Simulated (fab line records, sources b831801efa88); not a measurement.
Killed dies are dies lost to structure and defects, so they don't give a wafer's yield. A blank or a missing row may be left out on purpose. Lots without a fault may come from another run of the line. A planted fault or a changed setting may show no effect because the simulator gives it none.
Chamber matching | flow sky130 | SKY_CAPM_CVD_00 on pecvd-04: 3 sister chambers
The step deposits SiO2, target thk 15.5 nm. 24 wafers are shown with their chamber, then 12 later ones without.

WAFERS WITH THEIR CHAMBER
wafer  | chamber | heater_power_w (W)
L077.1 | 0       | 639
L077.2 | 2       | 839
L077.3 | 1       | 645
L077.4 | 2       | 794
L077.5 | 1       | 631
L077.6 | 0       | 646
L078.2 | 1       | 716
L078.3 | 0       | 764
L078.5 | 1       | 713
L080.3 | 1       | 703
L080.4 | 0       | 755
L080.5 | 1       | 715
L081.1 | 0       | 687
L081.2 | 2       | 832
L081.3 | 1       | 633
L081.4 | 2       | 824
L081.5 | 1       | 623
L081.6 | 0       | 671
L083.1 | 0       | 732
L083.2 | 2       | 722
L083.3 | 1       | 596
L083.4 | 0       | 724
L083.5 | 2       | 737
L083.6 | 1       | 599

SIGNATURES (means of the wafers above)
reading        | chamber 0 | chamber 1 | chamber 2 | scatter within a chamber
heater_power_w | 702.25    | 657.40    | 791.33    | 49.2
Rule: a wafer's distance from a chamber is the root of the sum, over the readings, of the square of ((its reading less the chamber's mean) divided by the reading's scatter). The wafer belongs to the nearest chamber; if the next one is less than 2 further off, it can't be placed. The scatter: the root of (the sum of the squares of (reading less its chamber's mean) over the shown wafers, divided by (wafers less chambers)).

WAFERS WITHOUT THEIR CHAMBER
wafer  | heater_power_w (W)
L084.1 | 741
L084.3 | 724
L084.5 | 759
L085.1 | 743
L085.4 | 759
L085.6 | 743
L087.1 | 745
L087.3 | 802
L087.6 | 762
L091.2 | 762
L091.4 | 732
L091.6 | 723

WHICH CHAMBER EACH WENT THROUGH
wafer  | from the rows above          | in truth
L084.1 | can't be placed: 0 or 2 or 1 | 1
L084.3 | can't be placed: 0 or 1 or 2 | 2
L084.5 | can't be placed: 2 or 0 or 1 | 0
L085.1 | can't be placed: 0 or 2 or 1 | 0
L085.4 | can't be placed: 2 or 0 or 1 | 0
L085.6 | can't be placed: 0 or 2 or 1 | 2
L087.1 | can't be placed: 0 or 2 or 1 | 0
L087.3 | can't be placed: 2 or 0      | 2
L087.6 | can't be placed: 2 or 0 or 1 | 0
L091.2 | can't be placed: 2 or 0 or 1 | 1
L091.4 | can't be placed: 0 or 2 or 1 | 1
L091.6 | can't be placed: 0 or 1 or 2 | 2
Placed correctly: 0 of 12. Can't be placed from these rows: 12 (the true chamber is among the candidates in 12). Placed wrongly: 0.
